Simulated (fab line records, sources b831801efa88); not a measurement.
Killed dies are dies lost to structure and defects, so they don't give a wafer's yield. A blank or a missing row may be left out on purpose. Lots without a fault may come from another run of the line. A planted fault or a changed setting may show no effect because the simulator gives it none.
Split-lot experiment | flow sky130 | 5 lots, 23 wafers read, on a route of 708 steps

THE SPLIT
At SKY_METAL2_METAL_ETCH_19 (etches the open film in Cl2/BCl3, stops on SiO2, target depth 360 nm, time 78 s), the setting over_etch_frac was moved away from the recipe's 0.3 on 7 of the 23 wafers read, by -15.4% to +29.4%. The other wafers ran this setting at the recipe's value.

The reading is taken at the split's own step.

THE READING
oes_product_au, in a.u., at SKY_METAL2_METAL_ETCH_19 (etches the open film in Cl2/BCl3, stops on SiO2, target depth 360 nm, time 78 s). Fault-free wafers of this fab line usually give 0.855 a.u., standard deviation 0.006 a.u..

wafer  | tool, chamber at the split | over_etch_frac as run | against the recipe | oes_product_au, a.u. | against lot-mates on the recipe
L075.1 | rie_metal-03, 0            | 0.3                   | recipe             | 0.855                | -
L075.2 | rie_metal-03, 0            | 0.3                   | recipe             | 0.861                | -
L075.3 | rie_metal-03, 0            | 0.3                   | recipe             | 0.841                | -
L075.4 | rie_metal-03, 0            | 0.3                   | recipe             | 0.849                | -
L075.6 | rie_metal-03, 0            | 0.3                   | recipe             | 0.857                | -
L078.1 | rie_metal-01, 0            | 0.3                   | recipe             | 0.853                | -
L078.2 | rie_metal-01, 1            | 0.3881                | +29.4%             | 0.827                | -0.030
L078.3 | rie_metal-01, 0            | 0.3                   | recipe             | 0.856                | -
L078.4 | rie_metal-01, 1            | 0.3881                | +29.4%             | 0.826                | -0.031
L078.6 | rie_metal-01, 0            | 0.3                   | recipe             | 0.862                | -
L079.2 | rie_metal-04, 0            | 0.3                   | recipe             | 0.849                | -
L079.3 | rie_metal-04, 0            | 0.3                   | recipe             | 0.850                | -
L079.4 | rie_metal-04, 1            | 0.3                   | recipe             | 0.853                | -
L079.5 | rie_metal-04, 0            | 0.2537                | -15.4%             | 0.872                | +0.021
L079.6 | rie_metal-04, 1            | 0.2537                | -15.4%             | 0.875                | +0.024
L080.1 | rie_metal-04, 1            | 0.3                   | recipe             | 0.867                | -
L080.5 | rie_metal-04, 1            | 0.3                   | recipe             | 0.856                | -
L080.6 | rie_metal-04, 0            | 0.3                   | recipe             | 0.860                | -
L081.1 | rie_metal-01, 0            | 0.3467                | +15.6%             | 0.829                | -0.022
L081.2 | rie_metal-01, 1            | 0.3                   | recipe             | 0.855                | -
L081.4 | rie_metal-01, 0            | 0.3467                | +15.6%             | 0.829                | -0.022
L081.5 | rie_metal-01, 1            | 0.3                   | recipe             | 0.846                | -
L081.6 | rie_metal-01, 0            | 0.3467                | +15.6%             | 0.848                | -0.003

THE FIT
A straight line over all 23 wafers: oes_product_au changes by -0.00107 a.u. for each +1% of over_etch_frac; r = -0.88; the points scatter about the line by 0.0067 a.u..
The same after taking each lot's own level away (the mean of its wafers on the recipe; 23 wafers): -0.00112 a.u. for each +1%; r = -0.91; scatter 0.0058 a.u..
On that fit, the largest move of over_etch_frac shifts the reading by 0.033 a.u..
The lots' own levels span 0.8505 to 0.8610 a.u., that is 1.8 times the standard deviation above.
So the lot-to-lot level changes the slope little: the two slopes agree.
Check: with one of the wafers moved furthest among these (+29.4%) left out of the fit, the line predicts -0.0327 a.u. for it against its lot-mates. It came out at -0.03 a.u. against them.
Tool readings at the split's step, against how far the setting was moved: oes_product_au r = -0.88.

OTHER SPLITS ON THESE WAFERS
These wafers also went through other splits before the reading. Each is held against what the fit with the lots' levels taken away leaves over:
other split on the same wafers              | wafers away from the commonest value | r with oes_product_au (lot level and that fit taken away)
SKY_LOCAL_INTERCONNECT_METAL_ETCH_14 time_s | 9                                    | +0.12
SKY_CONTACT_COAT_09 resist_thk_nm           | 7                                    | +0.20
SKY_CONTACT_ETCH_17 bias_w                  | 4                                    | +0.20
SKY_METAL1_SPUTTER_02 power_w               | 7                                    | -0.03
SKY_VIA1_HDPCVD_00 sih4_flow_sccm           | 9                                    | +0.06
SKY_METAL2_SPUTTER_01 time_s                | 8                                    | +0.02
SKY_METAL2_SPUTTER_04 power_w               | 8                                    | +0.53

THE WHOLE CHAIN: every reading that the file lists as answering this split, in the file's order
step                     | what it does                                                                    | reading                                                                             | change (the file's fit)                  | r (the file's)
SKY_METAL2_METAL_ETCH_19 | etches the open film in Cl2/BCl3, stops on SiO2, target depth 360 nm, time 78 s | oes_product_au                                                                      | -0.0011 a.u. for each +1% of the setting | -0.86
SKY_METAL2_METAL_ETCH_19 | etches the open film in Cl2/BCl3, stops on SiO2, target depth 360 nm, time 78 s | KrF-thick_of_METAL2_COAT_10.thk_nm (the simulator's own value, which no gauge read) | -0.43 nm for each +1% of the setting     | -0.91
SKY_METAL2_STRIP_20      | strips in O2/N2                                                                 | strip_time_to_endpoint_s                                                            | withheld for each +1% of the setting     | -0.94

THE FILE'S OWN FIT
oes_product_au changes by -0.0011 a.u. for each +1% of over_etch_frac, r = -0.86.
